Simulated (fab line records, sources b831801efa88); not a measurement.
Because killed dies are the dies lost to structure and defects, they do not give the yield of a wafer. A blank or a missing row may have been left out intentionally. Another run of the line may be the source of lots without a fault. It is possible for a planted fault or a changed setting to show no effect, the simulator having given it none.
fab line records	flow sky130
record: lots: 4	wafers: 12	last_day: 50
route steps=708 shown POLY_CUT@317 SD_P@320 RES_XHIGH@332 SD_N@342 PAD_OPEN@708
lots untouched by any fault: they come from a run of this same line in which no faults occurred
start_h: hours from the record's opening day to when the first of the lot's shown wafers began	wait_h: how many hours have passed since the lot's step before this one	" identical to the entry in the row above	L1.1+2: a row that stands for several wafers	- no value, or no start was given	* or withheld: withheld	< > ~ a bound
route shown NAME@n: names a module that has steps shown in the file, with the first one's number in the route	usual: mean/standard deviation of fault-free wafers	same: alike in all rows	chamber/n: place in a boat	sites: readings site by site	_std_site: standard deviation of those values	_edge_site: inner sites' mean taken away from outer sites' mean	radius_mm: for every site, how far away it sits from the centre of the wafer	mask NAME#n: copy n	behind: the most recent tool/chamber to have shaped the wafer	hold: cause of the lot's hold/its duration in hours/its outcome	device: the transistor (n, p or np) that didn't switch	end of line: the tests these same wafers got at the end of their route	a step given without rows: its recipe and nothing more	killed: at the first sort, the dies lost to defects and structure; wafer yield is something else	map: per-die view of a wafer (x killed, . not killed, _ where there is no die)
set.NAME: the run value of the setting; set.NAME@STEP: its run value at that earlier step	model.NAME: the simulator's own value behind a step, which no gauge read
lots at some steps of the route; a table a step, a row a wafer
services: a tool's chamber out of use, with start hour (start_h, from the record's first day; less than 0 if before it), hours out, and reason
== steps ==
step: SKY_POLY_CUT_ETCH_10
recipe: chemistry: N2/H2	target: BARC	ion_energy_ev: 200	source_w: 500	bias_w: 100	pressure_mtorr: 30	n2_flow_sccm: 100	h2_flow_sccm: 200	stop_on: SiO2	time_s: 45.9	target_depth_a: 600
step: SKY_POLY_CUT_ETCH_11
recipe: target: Si3N4	chemistry: CF4/CH2F2/Ar	stop_on: poly-Si	source_w: 600	bias_w: 150	pressure_mtorr: 40	cf4_flow_sccm: 40	ch2f2_flow_sccm: 20	Ar_flow_sccm: 150	time_s: 42.5	target_depth_a: 600
step: SKY_POLY_CUT_STRIP_12
recipe: chemistry: O2/N2	power_w: 1400	pressure_mtorr: 1500	platen_temp_c: withheld	o2_flow_sccm: 3000	n2_flow_sccm: 300	overash_fraction: 0.5
step: SKY_SD_P_DEHYDRATE_00
recipe: temp_c: 199.2	time_s: 60
step: SKY_SD_P_HMDS_01
recipe: prime_time_s: 60	prime_temp_c: 120
step: SKY_SD_P_COAT_02
recipe: resist: NOVOLAK	spin_rpm: 3000	resist_thk_nm: 1140
step: SKY_SD_P_SOFTBAKE_03
recipe: temp_c: 90	time_s: 60	resist: NOVOLAK
step: SKY_SD_P_EXPOSE_04
recipe: mask_id: PSDM	na: 0.6	source_shape: conventional	sigma_outer: 0.6	polarization: unpolarized	target_cd_nm: 380	dose_mj: 138
step: SKY_SD_P_PEB_05
recipe: temp_c: withheld	time_s: *	resist: NOVOLAK
step: SKY_SD_P_DEVELOP_06
recipe: resist: NOVOLAK	developer: TMAH	develop_time_s: 60	dev_temp_c: 23
step: SKY_SD_P_IMPLANT_09
recipe: species: BF2	energy_kev: 20	dose_cm2: 3e+15	tilt_deg: 0
usual: beam_energy_keV: 20.000/0.0064
lot.wafer	tool	chamber	start_h	wait_h	beam_energy_keV	model.implant.rp_nm	model.implant.drp_nm
L572.1	implanter-04	0	625.57	0.0	20.010	17.2	9.746
L572.2	"	0	"	"	20.008	17.2	9.746
L572.3	"	0	"	"	20.001	17.2	9.746
L588.1	implanter-04	0	751.77	0.0	15.428	13.74	8.116
L588.2	"	0	"	"	15.426	13.74	8.116
L588.6	"	0	"	"	15.430	13.74	8.116
L590.1	implanter-04	0	757.64	0.0	15.427	13.78	8.116
L590.4	"	0	"	"	15.420	13.78	8.116
L590.5	"	0	"	"	15.429	13.78	8.116
L592.1	implanter-01	0	776.72	0.0	20.004	17.27	9.746
L592.2	"	0	"	"	19.992	17.27	9.746
L592.3	"	0	"	"	20.007	17.27	9.746
step: SKY_SD_P_STRIP_10
recipe: chemistry: O2/N2	power_w: 1400	pressure_mtorr: 1500	platen_temp_c: withheld	o2_flow_sccm: 3000	n2_flow_sccm: 300	overash_fraction: 0.5
usual: drypump_motor_current_A: 6.1/0.46	oes_product_au: 0.618/0.0047	strip_time_to_endpoint_s: 17.51/0.037
lot.wafer	tool	chamber	start_h	wait_h	drypump_motor_current_A	oes_product_au	rf_hours_counter_h	strip_time_to_endpoint_s
L572.1	plasma_asher-02	1	625.72	0.1	5.4	0.619	45	17.52
L572.2	"	0	"	"	6.0	0.621	45	17.53
L572.3	"	1	"	"	5.4	0.620	-	17.54
L588.1	plasma_asher-02	1	751.92	0.1	5.4	0.634	55	16.80
L588.2	"	0	"	"	5.9	0.639	55	16.79
L588.6	"	1	"	"	5.4	0.636	-	16.81
L590.1	plasma_asher-04	0	757.79	0.1	6.3	0.635	94	16.76
L590.4	"	0	"	"	6.4	0.626	-	16.79
L590.5	"	0	"	"	6.3	0.634	-	16.82
L592.1	plasma_asher-02	1	776.87	0.1	5.4	0.613	57	17.50
L592.2	"	0	"	"	6.0	0.621	57	17.50
L592.3	"	1	"	"	5.4	0.626	-	17.48
step: SKY_SD_P_TW_MEAS_11
usual: SD_P_TW: 2844/18
lot.wafer	tool	chamber	start_h	wait_h	SD_P_TW
L572.1	film_metro-01	-	625.82	0.1	2820
L572.2	"	-	"	"	2828
L572.3	"	-	"	"	2827
L588.1	film_metro-02	-	752.02	0.1	2649
L588.2	"	-	"	"	2645
L588.6	"	-	"	"	2652
L590.1	film_metro-02	-	757.89	0.1	2662
L590.4	"	-	"	"	2664
L590.5	"	-	"	"	2664
L592.1	film_metro-02	-	776.97	0.1	2850
L592.2	"	-	"	"	2842
L592.3	"	-	"	"	2836
step: SKY_RES_XHIGH_DEHYDRATE_00
recipe: temp_c: 200	time_s: 60
step: SKY_RES_XHIGH_HMDS_01
recipe: prime_time_s: 60	prime_temp_c: 120
step: SKY_RES_XHIGH_COAT_02
recipe: resist: NOVOLAK	spin_rpm: 3000	resist_thk_nm: 1157
step: SKY_RES_XHIGH_SOFTBAKE_03
recipe: temp_c: 90	time_s: 60	resist: NOVOLAK
step: SKY_RES_XHIGH_EXPOSE_04
recipe: mask_id: URPM	na: 0.6	source_shape: conventional	sigma_outer: 0.6	polarization: unpolarized	target_cd_nm: 1270	dose_mj: 140
step: SKY_RES_XHIGH_PEB_05
recipe: temp_c: withheld	time_s: *	resist: NOVOLAK
step: SKY_RES_XHIGH_DEVELOP_06
recipe: resist: NOVOLAK	developer: TMAH	develop_time_s: 60	dev_temp_c: 23
step: SKY_RES_XHIGH_IMPLANT_07
recipe: species: BF2	energy_kev: 20	dose_cm2: 3.6e+14	tilt_deg: 0
step: SKY_RES_XHIGH_STRIP_08
recipe: chemistry: O2/N2	power_w: 1400	pressure_mtorr: 1500	platen_temp_c: withheld	o2_flow_sccm: 3000	n2_flow_sccm: 300	overash_fraction: 0.5
step: SKY_SD_N_DEHYDRATE_00
recipe: temp_c: 200	time_s: 60
step: SKY_SD_N_HMDS_01
recipe: prime_time_s: 60	prime_temp_c: 120
step: SKY_SD_N_COAT_02
recipe: resist: NOVOLAK	spin_rpm: 3000	resist_thk_nm: 1140
step: SKY_SD_N_SOFTBAKE_03
recipe: temp_c: 90	time_s: 60	resist: NOVOLAK
step: SKY_SD_N_EXPOSE_04
recipe: mask_id: NSDM	na: 0.6	source_shape: conventional	sigma_outer: 0.6	polarization: unpolarized	target_cd_nm: 380	dose_mj: 141
step: SKY_SD_N_PEB_05
recipe: temp_c: withheld	time_s: *	resist: NOVOLAK
step: SKY_SD_N_DEVELOP_06
recipe: resist: NOVOLAK	developer: TMAH	develop_time_s: 60	dev_temp_c: 23
step: SKY_SD_N_IMPLANT_09
recipe: species: As	energy_kev: 50	dose_cm2: 4e+15	tilt_deg: 0
step: SKY_SD_N_IMPLANT_10
recipe: species: P	energy_kev: 20	dose_cm2: 1e+14	tilt_deg: 0
step: SKY_SD_N_STRIP_11
recipe: chemistry: O2/N2	power_w: 1400	pressure_mtorr: 1500	platen_temp_c: withheld	o2_flow_sccm: 3000	n2_flow_sccm: 300	overash_fraction: 0.5
step: SKY_SD_N_CLEAN_13
recipe: chemistry: SC1/SC2	mix: 1:4:20	temp_c: 70	time_s: 150	dry: n2_spin
step: SKY_SD_N_RTA_14
recipe: temp_c: 1075	time_s: 2	idle_temp_c: 650	ramp_up_c_per_s: 150	ramp_down_c_per_s: 90	ambient: N2
step: SKY_SD_N_RS_MEAS_17
recipe: thk_meas_gauge: four-point-probe
usual: SD_P_RS: 147.1/0.37
lot.wafer	tool	chamber	start_h	wait_h	SD_P_RS[ohm/sq]
L572.1	film_metro-02	-	684.82	0.1	147.0
L572.2	"	-	"	"	147.2
L572.3	"	-	"	"	147.1
L588.1	film_metro-02	-	806.26	0.1	164.9
L588.2	"	-	"	"	165.7
L588.6	"	-	"	"	165.0
L590.1	film_metro-04	-	811.14	0.1	164.6
L590.4	"	-	"	"	164.7
L590.5	"	-	"	"	164.8
L592.1	film_metro-04	-	831.43	0.1	147.1
L592.2	"	-	"	"	147.7
L592.3	"	-	"	"	147.1
step: SKY_PAD_OPEN_PROBE_99
usual: killed_at_M0_to_M3: 44/6.8	killed_at_M4_up: 2.9/1.7	killed_at_contacts: 24/5.2	killed_at_front_end: 15/4	killed_at_other: 0.2/0.44	killed_dies: 86/9.9	killed_open: 47/7.9	killed_short: 39/6.3
same: gross_dies: 492	killed_at_back_side: 0
lot.wafer	tool	chamber	start_h	wait_h	killed_at_M0_to_M3	killed_at_M4_up	killed_at_contacts	killed_at_front_end	killed_at_other	killed_dies	killed_open	killed_short	model.etest.res_pdiff.line_ohm_um	model.etest.pfet_01v8.r_on_ohm_um	model.etest.pfet_g5v0d10v5.r_on_ohm_um	model.etest.res_pdiff_hv.rs_ohm_sq	model.etest.res_pdiff.rs_ohm_sq	model.etest.pfet_01v8.drive_ua_um	model.etest.pfet_01v8_hvt.drive_ua_um	model.etest.sram_pfet_latch.drive_ua_um
L572.1	prober-02	-	1105.18	0.1	37	2	32	17	0	88	41	47	1377	2841	4657	194.2	198.7	196.8	146.8	146.6
L572.2	prober-02	-	1105.23	0.1	37	6	28	18	0	89	48	41	1400	2891	4751	191.5	197.8	193.9	144.2	136.1
L572.3	prober-02	-	1105.28	0.2	41	4	16	22	0	83	47	35	1332	2828	4682	190.8	195.6	199.3	148.6	147.5
L588.1	prober-02	-	1186.33	0.1	45	3	31	14	0	93	53	40	1531	3004	4934	221	219.1	185.6	139	142.3
L588.2	prober-02	-	1186.38	0.1	42	6	14	11	0	73	39	33	1528	3129	4938	224.7	221.9	177.8	131.1	131.2
L588.6	prober-02	-	1186.58	0.2	45	1	17	12	1	76	34	42	1568	3059	4926	224.5	221	181.2	133.3	131.2
L590.1	prober-02	-	1192.84	0.1	37	4	33	18	0	92	54	38	1518	3065	4827	219.4	221.4	182	135.7	135.2
L590.4	prober-02	-	1192.99	0.2	49	1	18	19	0	87	47	40	1490	3002	4717	217.6	218.8	184.4	137.2	139.3
L590.5	prober-02	-	1193.04	0.2	40	3	23	14	0	80	42	38	1476	3070	4826	218.9	219.1	181.3	134.4	137.2
L592.1	prober-02	-	1202.69	0.1	50	5	27	18	1	101	59	42	1374	2873	4757	191.8	198	195.2	144.8	149.8
L592.2	prober-02	-	1202.74	0.1	43	3	20	17	0	83	52	31	1389	2945	4742	192.5	199	187.7	139.7	141
L592.3	prober-02	-	1202.79	0.2	43	2	26	17	0	88	56	32	1328	2922	4722	191.4	198	189.3	140.6	141.5
killed by level:class
L572.1 CONTACT:geometric_particle:open=13 VIA2:geometric_particle:open=6 LI_CONTACT:geometric_particle:short=6 LI_CONTACT:geometric_particle:open=6 METAL1:geometric_particle:short=6 METAL2:geometric_particle:short=6 FIELD_ISO:geometric_particle:short=5 POLY_GATE:geometric_particle:short=5
L572.2 VIA1:geometric_particle:open=13 CONTACT:geometric_particle:open=10 LI_CONTACT:geometric_particle:open=7 VIA2:geometric_particle:open=5 METAL4:geometric_particle:short=5 FIELD_ISO:geometric_particle:short=4 LI_CONTACT:geometric_particle:short=4 CONTACT:geometric_particle:short=4
L572.3 VIA2:geometric_particle:open=9 POLY_GATE:geometric_particle:open=9 CONTACT:geometric_particle:open=8 METAL1:geometric_particle:short=7 VIA1:geometric_particle:open=7 FIELD_ISO:geometric_particle:short=4 LI_CONTACT:geometric_particle:open=4 METAL3:geometric_particle:short=4
L588.1 VIA1:geometric_particle:open=11 LI_CONTACT:geometric_particle:open=10 CONTACT:geometric_particle:open=10 LOCAL_INTERCONNECT:geometric_particle:short=8 VIA3:geometric_particle:open=7 VIA3:geometric_particle:short=6 VIA2:geometric_particle:open=5 VIA1:geometric_particle:short=5
L588.2 VIA1:geometric_particle:open=12 METAL1:geometric_particle:short=7 CONTACT:geometric_particle:open=6 VIA1:geometric_particle:short=6 VIA2:geometric_particle:open=5 VIA3:geometric_particle:open=4 METAL2:geometric_particle:short=4 CONTACT:geometric_particle:short=3
L588.6 METAL1:geometric_particle:short=9 VIA1:geometric_particle:open=8 VIA1:geometric_particle:short=7 VIA2:geometric_particle:open=5 FIELD_ISO:geometric_particle:short=4 LOCAL_INTERCONNECT:geometric_particle:short=4 CONTACT:geometric_particle:short=4 CONTACT:geometric_particle:open=4
L590.1 CONTACT:geometric_particle:open=12 VIA3:geometric_particle:open=9 VIA1:geometric_particle:open=8 VIA2:geometric_particle:open=7 LI_CONTACT:geometric_particle:open=7 FIELD_ISO:geometric_particle:short=6 FIELD_ISO:geometric_particle:open=6 CONTACT:geometric_particle:short=6
L590.4 VIA1:geometric_particle:open=11 VIA2:geometric_particle:open=9 METAL1:geometric_particle:short=8 CONTACT:geometric_particle:open=7 VIA3:geometric_particle:open=7 POLY_GATE:geometric_particle:short=6 FIELD_ISO:geometric_particle:open=4 FIELD_ISO:geometric_particle:short=4
L590.5 CONTACT:geometric_particle:open=12 VIA2:geometric_particle:open=8 METAL1:geometric_particle:short=7 VIA1:geometric_particle:open=6 CONTACT:geometric_particle:short=6 POLY_GATE:geometric_particle:short=5 VIA3:geometric_particle:open=5 POLY_GATE:geometric_particle:open=4
L592.1 VIA1:geometric_particle:open=14 CONTACT:geometric_particle:open=11 LI_CONTACT:geometric_particle:open=8 FIELD_ISO:geometric_particle:open=6 VIA3:geometric_particle:open=6 VIA3:geometric_particle:short=5 VIA1:geometric_particle:short=5 VIA2:geometric_particle:open=5
L592.2 VIA1:geometric_particle:open=11 CONTACT:geometric_particle:open=7 VIA1:geometric_particle:short=7 METAL1:geometric_particle:open=6 VIA2:geometric_particle:open=6 FIELD_ISO:geometric_particle:open=4 LI_CONTACT:geometric_particle:open=4 CONTACT:geometric_particle:short=4
L592.3 VIA1:geometric_particle:open=11 CONTACT:geometric_particle:open=9 VIA3:geometric_particle:open=8 POLY_GATE:geometric_particle:open=7 LOCAL_INTERCONNECT:geometric_particle:short=7 LI_CONTACT:geometric_particle:open=5 METAL1:geometric_particle:short=5 VIA2:geometric_particle:open=4
== services ==
tool	chamber	start_h	hours	kind
plasma_asher-02	-	626.74	6.2	repair
plasma_asher-02	-	646.68	10.2	repair
implanter-04	-	651.84	1.7	repair
implanter-04	-	670.52	4.6	pm
plasma_asher-04	-	694.38	4.5	repair
implanter-01	-	694.65	3.7	pm
plasma_asher-02	-	696.33	14.6	pm
implanter-01	-	727.17	2.0	repair
implanter-04	-	736.74	2.8	repair
implanter-01	-	758.13	1.7	repair
== key ==
first_sign: step: SKY_SD_P_IMPLANT_09	reading: beam_energy_keV	direction: down	sigmas: 99+	usual: *	struck: *
effect: step: SKY_SD_P_STRIP_10	reading: strip_time_to_endpoint_s	direction: down	sigmas: 19	usual: *	struck: *
effect: step: SKY_SD_P_TW_MEAS_11	reading: SD_P_TW	direction: down	sigmas: 10	usual: 2844	struck: 2656
effect: step: SKY_SD_N_RS_MEAS_17	reading: SD_P_RS	direction: up	sigmas: 48	usual: 147.1	struck: 164.9
model_effect: step: SKY_SD_P_IMPLANT_09	value: implant.rp_nm	without: 16.87	struck: 13.76
model_effect: step: SKY_PAD_OPEN_PROBE_99	value: etest.res_pdiff.line_ohm_um	without: 1382	struck: 1519
met_at SKY_SD_P_IMPLANT_09
struck_wafers L588.1,L588.2,L588.6,L590.1,L590.4,L590.5
tester_left_out L588,L590
onset_between 625.57 751.77
fault: kind: process_parameter_drift	tool: implanter-04	chamber: -	onset_h: 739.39	steps: SKY_SD_P_IMPLANT_09	channel: energy_kev	offset: *	shape: step	end_h: 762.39	acts_in: *	stated: *
tester_left_out: of these lots the tester's yield and bins aren't shown, on N5 and GAA mostly nor the transistor test; their killed dies are dies lost to structure and defects alone, not to doping, threshold or leakage, so they don't give the yield
